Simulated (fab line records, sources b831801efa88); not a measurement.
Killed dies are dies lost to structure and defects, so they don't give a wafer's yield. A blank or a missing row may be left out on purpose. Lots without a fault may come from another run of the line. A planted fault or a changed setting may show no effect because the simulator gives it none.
fab line records | flow sky130 | part 2 of 2: steps 31 to 31 of 31
record lots=7 wafers=19 last_day=49
route steps=708 shown LI_CONTACT@375 LOCAL_INTERCONNECT@387 PAD_OPEN@708
lots that met no fault: from a run of the same line without faults
start_h: hours from the record's first day to the start of the lot's first wafer shown | wait_h: hours since the lot's step before | " the same as in the row above | L1.1+2: a row that stands for several wafers | - no value, or no start given | * or withheld: withheld | < > ~ a bound
route shown NAME@n: a module of which the file shows steps, and the number in the route of the first | usual: mean/standard deviation of fault-free wafers | same: alike in all rows | chamber/n: place in a boat | sites: the reading at each site | _std_site: their standard deviation | _edge_site: outer sites' mean less inner sites' | radius_mm: how far each site lies from the wafer's centre | mask NAME#n: copy n | behind: the tool/chamber that last shaped the wafer | hold: why the lot was held/for how many hours/how that ended | device: the transistor (n, p or np) that didn't switch | end of line: the same wafers' tests at the end of the route | a step without rows: its recipe alone | killed: dies lost to structure and defects at the first sort, not the wafer's yield | map: a wafer's dies, x killed, . not, _ none there
set.NAME: the setting as run; set.NAME@STEP: as run at that earlier step | model.NAME: the simulator's own value behind a step, which no gauge read
lots at some steps of the route; a table a step, a row a wafer
services: from which hour (start_h, from the record's first day; less than 0 if before it) a tool's chamber was out of use, for how many hours, and why
## steps
# step SKY_PAD_OPEN_PROBE_99
# usual killed_at_M0_to_M3=42/7.7 killed_at_M4_up=3.1/1.9 killed_at_contacts=24/4.9 killed_at_front_end=15/4.6 killed_at_other=0.3/0.51 killed_dies=85/9.9 killed_open=47/7.1 killed_short=38/6.7
# same gross_dies=492 killed_at_back_side=0
# columns lot.wafer tool chamber start_h wait_h killed_at_M0_to_M3 killed_at_M4_up killed_at_contacts killed_at_front_end killed_at_other killed_dies killed_open killed_short model.etest.res_li.line_ohm_um model.etest.res_li.rs_ohm_sq model.etest.mcon_chain.rc_ohm
L111.1 prober-01 - 1090.86 0.1 37 6 26 10 0 79 35 44 73.06 12.7 17.25
L111.2 prober-01 - 1090.91 0.1 45 5 19 17 0 86 48 38 74.43 12.8 15.87
L111.5 prober-01 - 1091.06 0.2 43 4 28 9 0 84 48 36 73.28 12.69 15.66
L112.3 prober-02 - 1093.12 0.2 43 5 26 13 0 87 52 35 76.4 12.94 16.9
L112.5 prober-02 - 1093.22 0.2 49 3 22 21 0 95 47 46 76.23 12.88 16.54
L112.6 prober-02 - 1093.27 0.2 48 4 25 13 0 90 58 30 74.5 12.8 16.74
L116.3 prober-02 - 1121.93 0.2 54 3 24 17 0 98 48 50 74.74 13.06 16.77
L116.5 prober-02 - 1122.03 0.2 46 1 17 18 0 82 46 35 75.48 13.01 17.3
L116.6 prober-02 - 1122.08 0.2 38 5 25 12 0 80 48 32 75.95 13.11 16.32
L119.3 prober-01 - 1137.03 0.2 34 1 23 10 0 68 39 29 74.18 12.71 16.34
L119.4 prober-01 - 1137.08 0.2 46 1 26 15 0 88 47 41 73.33 12.66 16.86
L119.5 prober-01 - 1137.13 0.2 45 2 27 8 0 82 43 39 74.14 12.85 16.34
L124.2 prober-02 - 1161.22 0.1 60 5 26 18 1 110 58 52 76.15 13.04 17.73
L124.3 prober-02 - 1161.27 0.2 38 2 30 11 0 81 40 41 92.31 15.74 17.72
L124.4 prober-02 - 1161.32 0.2 41 2 16 14 0 73 45 28 76.71 12.97 17.58
L125.1 prober-01 - 1165.96 0.1 35 1 22 16 0 74 37 37 89.91 15.24 18.2
L125.3 prober-01 - 1166.06 0.2 49 2 23 24 0 98 56 42 89.79 15.31 17.71
L128.1 prober-02 - 1183.18 0.1 36 3 21 12 0 72 39 33 89.61 15.19 17.15
L128.4 prober-02 - 1183.33 0.2 39 5 24 17 0 85 45 40 74.82 12.66 16.96
# killed by level:class
L111.1 CONTACT:geometric_particle:open=12 VIA1:geometric_particle:open=7 METAL4:geometric_particle:short=6 LOCAL_INTERCONNECT:geometric_particle:short=5 CONTACT:geometric_particle:short=5 METAL1:geometric_particle:short=5 METAL2:geometric_particle:short=5 FIELD_ISO:geometric_particle:short=4
L111.2 CONTACT:geometric_particle:open=11 METAL1:geometric_particle:short=9 FIELD_ISO:geometric_particle:open=8 METAL2:geometric_particle:short=8 VIA2:geometric_particle:open=6 VIA3:geometric_particle:open=6 VIA1:geometric_particle:open=5 FIELD_ISO:geometric_particle:short=4
L111.5 VIA1:geometric_particle:open=12 CONTACT:geometric_particle:open=7 CONTACT:geometric_particle:short=7 VIA3:geometric_particle:open=7 LOCAL_INTERCONNECT:geometric_particle:short=6 LI_CONTACT:geometric_particle:open=5 METAL1:geometric_particle:short=5 VIA2:geometric_particle:short=4
L112.3 CONTACT:geometric_particle:open=13 VIA1:geometric_particle:open=12 LI_CONTACT:geometric_particle:open=8 METAL1:geometric_particle:short=7 METAL2:geometric_particle:short=6 VIA2:geometric_particle:open=5 FIELD_ISO:geometric_particle:open=4 POLY_GATE:geometric_particle:short=4
L112.5 VIA1:geometric_particle:open=14 FIELD_ISO:geometric_particle:short=7 CONTACT:geometric_particle:open=7 VIA1:geometric_particle:short=7 LI_CONTACT:geometric_particle:open=6 VIA2:geometric_particle:open=6 LOCAL_INTERCONNECT:geometric_particle:short=5 METAL2:geometric_particle:short=5
L112.6 VIA1:geometric_particle:open=16 CONTACT:geometric_particle:open=10 LI_CONTACT:geometric_particle:open=9 VIA3:geometric_particle:open=6 METAL2:geometric_particle:short=5 VIA2:geometric_particle:short=5 VIA2:geometric_particle:open=5 FIELD_ISO:geometric_particle:open=4
L116.3 VIA1:geometric_particle:open=18 CONTACT:geometric_particle:open=10 VIA1:geometric_particle:short=9 POLY_GATE:geometric_particle:short=5 LOCAL_INTERCONNECT:geometric_particle:short=5 METAL2:geometric_particle:short=5 FIELD_ISO:geometric_particle:short=4 METAL1:geometric_particle:open=4
L116.5 VIA1:geometric_particle:open=15 CONTACT:geometric_particle:open=8 VIA3:geometric_particle:open=7 METAL2:geometric_particle:short=6 LI_CONTACT:geometric_particle:open=5 VIA2:geometric_particle:open=5 FIELD_ISO:geometric_particle:short=4 VIA2:geometric_particle:short=4
L116.6 CONTACT:geometric_particle:open=14 VIA2:geometric_particle:open=7 VIA3:geometric_particle:open=7 METAL1:geometric_particle:short=5 FIELD_ISO:geometric_particle:open=4 METAL4:geometric_particle:short=4 LI_CONTACT:geometric_particle:open=4 VIA1:geometric_particle:open=3
L119.3 CONTACT:geometric_particle:open=8 VIA2:geometric_particle:open=8 CONTACT:geometric_particle:short=6 VIA3:geometric_particle:short=6 VIA3:geometric_particle:open=5 LI_CONTACT:geometric_particle:open=4 FIELD_ISO:geometric_particle:open=3 LOCAL_INTERCONNECT:geometric_particle:short=3
L119.4 VIA1:geometric_particle:open=9 VIA2:geometric_particle:open=9 CONTACT:geometric_particle:short=7 CONTACT:geometric_particle:open=7 POLY_GATE:geometric_particle:open=5 METAL1:geometric_particle:short=5 VIA2:geometric_particle:short=5 VIA3:geometric_particle:open=5
L119.5 VIA1:geometric_particle:open=13 LI_CONTACT:geometric_particle:open=8 CONTACT:geometric_particle:open=8 METAL2:geometric_particle:short=6 LI_CONTACT:geometric_particle:short=5 CONTACT:geometric_particle:short=5 METAL1:geometric_particle:short=5 VIA2:geometric_particle:open=5
L124.2 VIA1:geometric_particle:open=15 VIA3:geometric_particle:open=12 CONTACT:geometric_particle:open=8 VIA1:geometric_particle:short=8 VIA2:geometric_particle:open=7 LI_CONTACT:geometric_particle:open=6 CONTACT:geometric_particle:short=6 FIELD_ISO:geometric_particle:short=5
L124.3 VIA1:geometric_particle:open=11 CONTACT:geometric_particle:short=8 CONTACT:geometric_particle:open=7 METAL2:geometric_particle:short=7 LOCAL_INTERCONNECT:geometric_particle:short=6 LI_CONTACT:geometric_particle:open=5 POLY_GATE:geometric_particle:short=4 METAL1:geometric_particle:short=4
L124.4 VIA1:geometric_particle:open=17 POLY_GATE:geometric_particle:short=6 CONTACT:geometric_particle:open=6 POLY_GATE:geometric_particle:open=5 LI_CONTACT:geometric_particle:open=5 VIA1:geometric_particle:short=4 VIA2:geometric_particle:open=4 METAL3:geometric_particle:short=4
L125.1 CONTACT:geometric_particle:open=8 METAL1:geometric_particle:short=7 VIA1:geometric_particle:open=6 FIELD_ISO:geometric_particle:short=5 VIA3:geometric_particle:open=5 LOCAL_INTERCONNECT:geometric_particle:open=4 CONTACT:geometric_particle:short=4 VIA2:geometric_particle:open=4
L125.3 VIA2:geometric_particle:open=12 POLY_GATE:geometric_particle:short=7 VIA1:geometric_particle:open=7 CONTACT:geometric_particle:open=7 VIA3:geometric_particle:open=6 LI_CONTACT:geometric_particle:open=5 FIELD_ISO:geometric_particle:short=4 POLY_GATE:geometric_particle:open=4
L128.1 LI_CONTACT:geometric_particle:open=7 VIA1:geometric_particle:open=7 CONTACT:geometric_particle:open=6 FIELD_ISO:geometric_particle:open=5 VIA3:geometric_particle:open=5 VIA3:geometric_particle:short=5 CONTACT:geometric_particle:short=4 METAL2:geometric_particle:short=4
L128.4 LI_CONTACT:geometric_particle:open=10 VIA1:geometric_particle:open=8 CONTACT:geometric_particle:short=6 VIA3:geometric_particle:open=6 FIELD_ISO:geometric_particle:open=5 VIA2:geometric_particle:open=5 FIELD_ISO:geometric_particle:short=4 POLY_GATE:geometric_particle:short=4
## services
# columns tool chamber start_h hours kind
pvd_sputter-03 - 674.88 2.9 repair
wet_bench-01 - 678.24 7.1 repair
rie_diel-04 - 687.82 0.4 repair
rie_diel-03 2 702.94 15.2 repair
rie_metal-04 - 705.80 2.8 pm
rie_diel-01 2 707.07 6.9 repair
pvd_sputter-02 - 722.66 1.8 repair
rie_diel-04 1 724.53 7.1 repair
rie_diel-04 - 741.37 1.6 repair
rie_diel-04 1 743.63 12.5 repair
pvd_sputter-02 - 745.24 4.7 repair
rie_diel-01 1 745.26 1.8 repair
rie_diel-03 - 762.35 2.8 pm
rie_diel-04 2 772.95 5.6 repair
rie_diel-03 0 774.18 4.5 repair
plasma_asher-01 - 782.57 7.4 repair
rie_metal-04 - 784.35 0.4 repair
rie_diel-03 - 787.55 0.2 repair
rie_diel-01 - 804.79 2.7 pm
rie_diel-03 0 822.64 36.7 repair
rie_diel-01 0 834.03 5.8 repair
plasma_asher-01 - 846.64 14.6 pm
rie_diel-04 2 849.82 5.8 repair
rie_diel-04 1 854.01 4.6 repair
## key
first_sign step=SKY_LOCAL_INTERCONNECT_RS_MEAS_01 reading=LOCAL_INTERCONNECT_TIN_RS direction=up sigmas=20 usual=14.16 struck=17.10
effect step=SKY_LOCAL_INTERCONNECT_THK_MEAS_02 reading=LOCAL_INTERCONNECT_TIN_THK direction=down sigmas=17 usual=100.6 struck=84.3
effect step=SKY_LOCAL_INTERCONNECT_METAL_ETCH_14 reading=oes_product_au direction=down sigmas=14 usual=0.942 struck=0.849
model_effect step=SKY_LOCAL_INTERCONNECT_SPUTTER_00 value=TiN_of_LOCAL_INTERCONNECT_SPUTTER_00.thk_nm without=99.54 struck=83.47
model_effect step=SKY_LOCAL_INTERCONNECT_STRIP_16 value=TiN_of_LOCAL_INTERCONNECT_SPUTTER_00.thk_nm without=99.12 struck=83.06
model_effect step=SKY_PAD_OPEN_PROBE_99 value=etest.res_li.line_ohm_um without=75.8 struck=90.4
met_at SKY_LOCAL_INTERCONNECT_SPUTTER_00
struck_wafers L124.3,L125.1,L125.3,L128.1
tester_left_out L124,L125,L128
onset_between 761.58 796.52
fault kind=process_parameter_drift tool=pvd_sputter-02 chamber=- onset_h=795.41 steps=SKY_LOCAL_INTERCONNECT_SPUTTER_00 channel=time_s offset=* shape=step end_h=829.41 scope=struck_wafers_only acts_in=* stated=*
# tester_left_out: of these lots the tester's yield and bins aren't shown, on N5 and GAA mostly nor the transistor test; their killed dies are dies lost to structure and defects alone, not to doping, threshold or leakage, so they don't give the yield
